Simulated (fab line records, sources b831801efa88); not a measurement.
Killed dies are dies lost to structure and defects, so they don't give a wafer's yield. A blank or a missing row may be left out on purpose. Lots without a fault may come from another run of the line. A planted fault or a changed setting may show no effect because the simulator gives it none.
fab line records | flow sky130
record lots=11 wafers=33 last_day=50
route steps=708 shown SPACER@305 RES_XHIGH@340 SD_P@359 LI_CONTACT@362
lots that met no fault: from a run of the same line without faults
start_h: hours from the record's first day to the start of the lot's first wafer shown | wait_h: hours since the lot's step before | " the same as in the row above | L1.1+2: a row that stands for several wafers | - no value, or no start given | * or withheld: withheld | < > ~ a bound
route shown NAME@n: a module of which the file shows steps, and the number in the route of the first | usual: mean/standard deviation of fault-free wafers | same: alike in all rows | chamber/n: place in a boat | sites: the reading at each site | _std_site: their standard deviation | _edge_site: outer sites' mean less inner sites' | radius_mm: how far each site lies from the wafer's centre | mask NAME#n: copy n | behind: the tool/chamber that last shaped the wafer | hold: why the lot was held/for how many hours/how that ended | device: the transistor (n, p or np) that didn't switch | end of line: the same wafers' tests at the end of the route | a step without rows: its recipe alone | killed: dies lost to structure and defects at the first sort, not the wafer's yield | map: a wafer's dies, x killed, . not, _ none there
set.NAME: the setting as run; set.NAME@STEP: as run at that earlier step | model.NAME: the simulator's own value behind a step, which no gauge read
steps of the route over a sample of lots; a table a step, a row a wafer
services: from which hour (start_h, from the record's first day; less than 0 if before it) a tool's chamber was out of use, for how many hours, and why
## steps
# step SKY_SPACER_THK_MEAS_01
# recipe reads=Si3N4_of_SPACER_CVD_00
# usual SPACER_CVD_00_THK=43.2/0.45
# columns lot.wafer tool chamber start_h wait_h SPACER_CVD_00_THK[nm]
L658.1 film_metro-03 - 535.77 0.0 43.4
L658.3 " - " " 43.4
L658.4 " - " " 43.6
L659.2 film_metro-02 - 535.78 0.0 43.1
L659.3 " - " " 43.5
L659.6 " - " " 43.1
L660.3 film_metro-02 - 551.11 0.0 43.1
L660.4 " - " " 43.5
L660.6 " - " " 43.5
L661.1 film_metro-03 - 560.29 0.0 43.3
L661.4 " - " " 43.7
L661.5 " - " " 43.7
L662.1 film_metro-03 - 576.54 0.0 43.4
L662.2 " - " " 43.2
L662.4 " - " " 43.5
L663.1 film_metro-02 - 579.84 0.0 43.1
L663.4 " - " " 43.0
L663.5 " - " " 43.2
L665.2 film_metro-03 - 611.04 0.0 43.1
L665.4 " - " " 43.3
L665.6 " - " " 43.4
L671.1 film_metro-03 - 647.68 0.0 42.5
L671.3 " - " " 42.4
L671.6 " - " " 42.7
L675.1 film_metro-03 - 673.44 0.0 43.4
L675.3 " - " " 43.3
L675.5 " - " " 43.0
L676.2 film_metro-04 - 686.48 0.0 42.9
L676.3 " - " " 43.1
L676.5 " - " " 42.6
L680.2 film_metro-04 - 716.30 0.0 42.1
L680.3 " - " " 42.7
L680.4 " - " " 42.2
# step SKY_RES_XHIGH_STRIP_08
# recipe chemistry=O2/N2 power_w=1400 pressure_mtorr=1500 platen_temp_c=withheld o2_flow_sccm=3000 n2_flow_sccm=300 overash_fraction=0.5
# usual drypump_motor_current_A=5.6/0.69 o2_flow_sccm=3000/8.4 oes_product_au=0.711/0.0048 strip_time_to_endpoint_s=14.28/0.047
# columns lot.wafer tool chamber start_h wait_h drypump_motor_current_A o2_flow_sccm oes_product_au rf_hours_counter_h strip_time_to_endpoint_s
L658.1 plasma_asher-04 0 624.88 0.1 6.7 3007 0.709 92 14.35
L658.3 " 1 " " 4.7 2986 0.716 - 14.28
L658.4 " 0 " " 6.7 2991 0.707 - 14.31
L659.2 plasma_asher-02 1 625.18 0.1 5.9 3005 0.717 80 14.21
L659.3 " 1 " " 5.9 3005 0.715 - 14.22
L659.6 " 1 " " 5.9 3003 0.706 - 14.17
L660.3 plasma_asher-03 0 639.27 0.1 5.8 2990 0.710 - 14.29
L660.4 " 1 " " 5.5 3001 0.713 - 14.31
L660.6 " 0 " " 5.8 2998 0.699 - 14.32
L661.1 plasma_asher-04 0 647.18 0.1 6.7 2999 0.705 94 14.28
L661.4 " 1 " " 4.7 2992 0.711 - 14.25
L661.5 " 0 " " 6.7 2994 0.712 - 14.26
L662.1 plasma_asher-04 1 663.93 0.1 4.7 3022 0.708 96 14.33
L662.2 " 0 " " 6.7 3003 0.705 96 14.32
L662.4 " 1 " " 4.7 3002 0.708 - 14.33
L663.1 plasma_asher-02 0 666.03 0.1 5.1 2990 0.706 84 14.32
L663.4 " 1 " " 5.9 3009 0.713 - 14.31
L663.5 " 0 " " 5.1 3001 0.707 - 14.30
L665.2 plasma_asher-02 1 696.18 0.1 5.9 3005 0.715 87 14.27
L665.4 " 0 " " 5.1 3009 0.708 - 14.23
L665.6 " 1 " " 5.9 2988 0.709 - 14.27
L671.1 plasma_asher-02 0 730.73 0.1 5.1 3011 0.714 90 14.25
L671.3 " 1 " " 5.9 3005 0.710 - 14.25
L671.6 " 1 " " 5.9 3000 0.712 - 14.24
L675.1 plasma_asher-03 1 757.08 0.1 5.4 2983 0.713 34 14.27
L675.3 " 0 " " 5.8 3001 0.714 - 14.28
L675.5 " 0 " " 5.8 3003 0.706 - 14.25
L676.2 plasma_asher-04 1 766.28 0.1 4.7 2989 0.714 0 14.29
L676.3 " 1 " " 4.7 3011 0.711 - 14.30
L676.5 " 0 " " 6.7 2991 0.715 - 14.29
L680.2 plasma_asher-03 0 794.33 0.1 5.8 2997 0.716 38 14.21
L680.3 " 0 " " 5.8 2997 0.721 - 14.23
L680.4 " 1 " " 5.4 2992 0.710 - 14.25
# step SKY_SD_N_RS_MEAS_17
# recipe thk_meas_gauge=four-point-probe
# usual SD_P_RS=146.9/0.36
# columns lot.wafer tool chamber start_h wait_h SD_P_RS[ohm/sq]
L658.1 film_metro-04 - 653.50 0.1 147.4
L658.3 " - " " 147.3
L658.4 " - " " 147.3
L659.2 film_metro-01 - 654.06 0.1 147.1
L659.3 " - " " 147.1
L659.6 " - " " 146.9
L660.3 film_metro-01 - 668.25 0.1 147.2
L660.4 " - " " 146.7
L660.6 " - " " 146.9
L661.1 film_metro-01 - 675.04 0.1 146.6
L661.4 " - " " 146.6
L661.5 " - " " 146.3
L662.1 film_metro-01 - 692.49 0.1 147.4
L662.2 " - " " 146.9
L662.4 " - " " 146.6
L663.1 film_metro-02 - 694.55 0.1 147.0
L663.4 " - " " 147.1
L663.5 " - " " 147.2
L665.2 film_metro-01 - 730.74 0.1 146.9
L665.4 " - " " 147.2
L665.6 " - " " 146.8
L671.1 film_metro-01 - 757.89 0.1 146.5
L671.3 " - " " 146.4
L671.6 " - " " 146.4
L675.1 film_metro-01 - 784.25 0.1 147.3
L675.3 " - " " 146.7
L675.5 " - " " 146.9
L676.2 film_metro-02 - 793.32 0.1 147.3
L676.3 " - " " 147.6
L676.5 " - " " 147.2
L680.2 film_metro-02 - 821.51 0.1 147.4
L680.3 " - " " 147.5
L680.4 " - " " 147.2
# step SKY_LI_CONTACT_HDPCVD_00
# recipe material=PSG target_thk_nm=930 sigma_open_frac=0.3 time_s=155 temp_c=600 sih4_flow_sccm=60 pressure_mtorr=6
# usual run_length_s=182.9/0.72
# columns lot.wafer tool chamber start_h wait_h run_length_s
L658.1 hdpcvd-02 1 653.75 0.0 182.9
L658.3 " 0 " " 182.8
L658.4 " 2 " " 184.2
L659.2 hdpcvd-02 0 654.30 0.0 183.7
L659.3 " 1 " " 182.6
L659.6 " 0 " " 182.8
L660.3 hdpcvd-02 2 668.47 0.0 184.3
L660.4 " 2 " " 183.9
L660.6 " 0 " " 182.8
L661.1 hdpcvd-01 0 675.30 0.0 182.9
L661.4 " 2 " " 182.7
L661.5 " 1 " " 181.9
L662.1 hdpcvd-02 0 692.75 0.0 182.7
L662.2 " 1 " " 182.1
L662.4 " 1 " " 182.0
L663.1 hdpcvd-01 0 694.81 0.0 182.6
L663.4 " 1 " " 181.7
L663.5 " 2 " " 182.2
L665.2 hdpcvd-01 2 731.15 0.0 182.5
L665.4 " 1 " " 182.0
L665.6 " 2 " " 182.2
L671.1 hdpcvd-01 0 758.16 0.0 182.7
L671.3 " 1 " " 209.7
L671.6 " 1 " " 209.0
L675.1 hdpcvd-02 0 784.50 0.0 182.7
L675.3 " 2 " " 183.8
L675.5 " 0 " " 182.7
L676.2 hdpcvd-02 2 793.55 0.0 184.0
L676.3 " 1 " " 182.1
L676.5 " 2 " " 183.5
L680.2 hdpcvd-02 1 821.75 0.0 182.0
L680.3 " 2 " " 183.5
L680.4 " 1 " " 182.1
# step SKY_LI_CONTACT_THK_MEAS_01
# recipe reads=PSG_of_LI_CONTACT_HDPCVD_00
# usual LI_CONTACT_HDPCVD_THK=933/11
# columns lot.wafer tool chamber start_h wait_h hold LI_CONTACT_HDPCVD_THK[nm]
L658.1 film_metro-02 - 653.85 0.1 - 911
L658.3 " - " " - 937
L658.4 " - " " - 928
L659.2 film_metro-01 - 654.41 0.1 - 952
L659.3 " - " " - 935
L659.6 " - " " - 937
L660.3 film_metro-01 - 668.59 0.1 - 952
L660.4 " - " " - 933
L660.6 " - " " - 937
L661.1 film_metro-04 - 675.40 0.1 - 946
L661.4 " - " " - 910
L661.5 " - " " - 930
L662.1 film_metro-04 - 692.85 0.1 - 926
L662.2 " - " " - 928
L662.4 " - " " - 927
L663.1 film_metro-01 - 694.91 0.1 - 955
L663.4 " - " " - 957
L663.5 " - " " - 922
L665.2 film_metro-04 - 731.26 0.1 - 918
L665.4 " - " " - 923
L665.6 " - " " - 916
L671.1 film_metro-04 - 758.27 0.1 await_dispo/0.2h/release 928
L671.3 " - " " await_dispo/0.2h/release 1081
L671.6 " - " " await_dispo/0.2h/release 1092
L671.1 film_metro-04 - 758.49 0.2 - 929
L671.3 " - " " - 1081
L671.6 " - " " - 1091
L675.1 film_metro-02 - 784.61 0.1 - 929
L675.3 " - " " - 925
L675.5 " - " " - 935
L676.2 film_metro-01 - 793.66 0.1 - 930
L676.3 " - " " - 937
L676.5 " - " " - 938
L680.2 film_metro-02 - 821.86 0.1 - 935
L680.3 " - " " - 924
L680.4 " - " " - 930
# step SKY_LI_CONTACT_CMP_02
# recipe material=PSG down_force_psi=4 platen_rpm=60 pad_velocity_m_s=0.94248
# usual motor_current_A=12.0/1.1 time_to_endpoint_s=33.6/2.7
# columns lot.wafer tool chamber start_h wait_h hold motor_current_A time_to_endpoint_s
L658.4 cmp-01 1 653.91 0.0 - 10.9 35.8
L658.1 " 3 " " - 12.5 31.5
L658.3 " 0 " " - 12.7 38.0
L659.2 cmp-01 3 654.46 0.0 - 13.0 33.0
L659.3 " 0 " " - 12.1 35.6
L659.6 " 0 " " - 12.7 35.4
L660.3 cmp-01 3 668.68 0.1 - 13.0 35.4
L660.4 " 0 " " - 12.0 38.7
L660.6 " 3 " " - 12.5 35.8
L661.1 cmp-01 2 675.46 0.1 - 13.3 38.8
L661.4 " 1 " " - 10.9 35.1
L661.5 " 3 " " - 11.9 33.5
L662.2 cmp-02 2 692.91 0.0 - 13.2 30.6
L662.1 " 3 " " - 11.1 30.2
L662.4 " 0 " " - 12.2 32.3
L663.4 cmp-02 2 695.07 0.1 - 13.3 34.8
L663.1 " 0 " " - 12.2 37.3
L663.5 " 2 " " - 12.9 31.9
L665.4 cmp-01 2 731.36 0.1 - 12.9 28.4
L665.2 " 0 " " - 12.8 32.6
L665.6 " 2 " " - 14.0 27.4
L671.3 cmp-01 2 763.56 5.0 await_dispo/5.0h/release 13.8 49.2
L671.1 " 0 " " await_dispo/5.0h/release 13.2 37.4
L671.6 " 3 " " await_dispo/5.0h/release 13.2 46.3
L675.1 cmp-01 2 784.77 0.1 - 13.3 36.0
L675.3 " 3 " " - 13.0 31.7
L675.5 " 1 " " - 10.4 34.8
L676.2 cmp-02 1 793.76 0.1 - 10.2 37.0
L676.3 " 3 " " - 11.4 31.3
L676.5 " 0 " " - 12.0 33.3
L680.2 cmp-02 3 821.91 0.0 - 11.5 34.2
L680.3 " 0 " " - 11.8 36.0
L680.4 " 1 " " - 9.7 37.2
## services
# columns tool chamber start_h hours kind
plasma_asher-02 - 605.98 1.0 repair
cmp-01 - 611.12 3.2 repair
hdpcvd-02 - 619.53 0.2 repair
cmp-01 - 638.13 2.5 repair
cmp-01 - 646.27 1.9 repair
hdpcvd-01 - 650.75 15.0 pm
hdpcvd-01 0 650.75 15.0 vent_cycle
hdpcvd-01 1 650.75 15.0 vent_cycle
cmp-02 - 653.87 1.3 repair
cmp-01 - 693.93 1.2 repair
hdpcvd-02 0 710.42 6.2 repair
hdpcvd-02 1 731.42 7.8 repair
plasma_asher-04 - 733.75 9.0 pm
hdpcvd-01 - 734.27 14.6 pm
cmp-01 - 741.27 0.9 repair
plasma_asher-04 - 744.85 21.2 pm
cmp-02 - 745.19 4.0 pm
cmp-02 - 749.19 4.9 pm
hdpcvd-01 - 761.45 1.1 repair
hdpcvd-01 - 769.50 0.7 repair
hdpcvd-01 0 777.84 3.4 repair
cmp-02 - 782.13 4.4 pm
cmp-01 - 791.48 5.0 pm
hdpcvd-01 - 820.56 3.8 repair
## key
first_sign step=SKY_LI_CONTACT_HDPCVD_00 reading=run_length_s direction=up sigmas=37 usual=* struck=*
effect step=SKY_LI_CONTACT_THK_MEAS_01 reading=visit direction=added
effect step=SKY_LI_CONTACT_THK_MEAS_01 reading=LI_CONTACT_HDPCVD_THK direction=up sigmas=14 usual=933 struck=1086
effect step=SKY_LI_CONTACT_CMP_02 reading=time_to_endpoint_s direction=up sigmas=5.2 usual=* struck=*
met_at SKY_LI_CONTACT_HDPCVD_00
struck_lots L671
struck_wafers L671.3,L671.6
tester_left_out L671
not_acting_at SKY_SPACER_THK_MEAS_01,SKY_RES_XHIGH_STRIP_08,SKY_SD_N_RS_MEAS_17
onset_between 731.15 758.16
fault kind=process_parameter_drift tool=hdpcvd-01 chamber=1 onset_h=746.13 steps=SKY_LI_CONTACT_HDPCVD_00 channel=time_s offset=* shape=step end_h=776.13 acts_in=* stated=*
# tester_left_out: of these lots the tester's yield and bins aren't shown, on N5 and GAA mostly nor the transistor test; their killed dies are dies lost to structure and defects alone, not to doping, threshold or leakage, so they don't give the yield
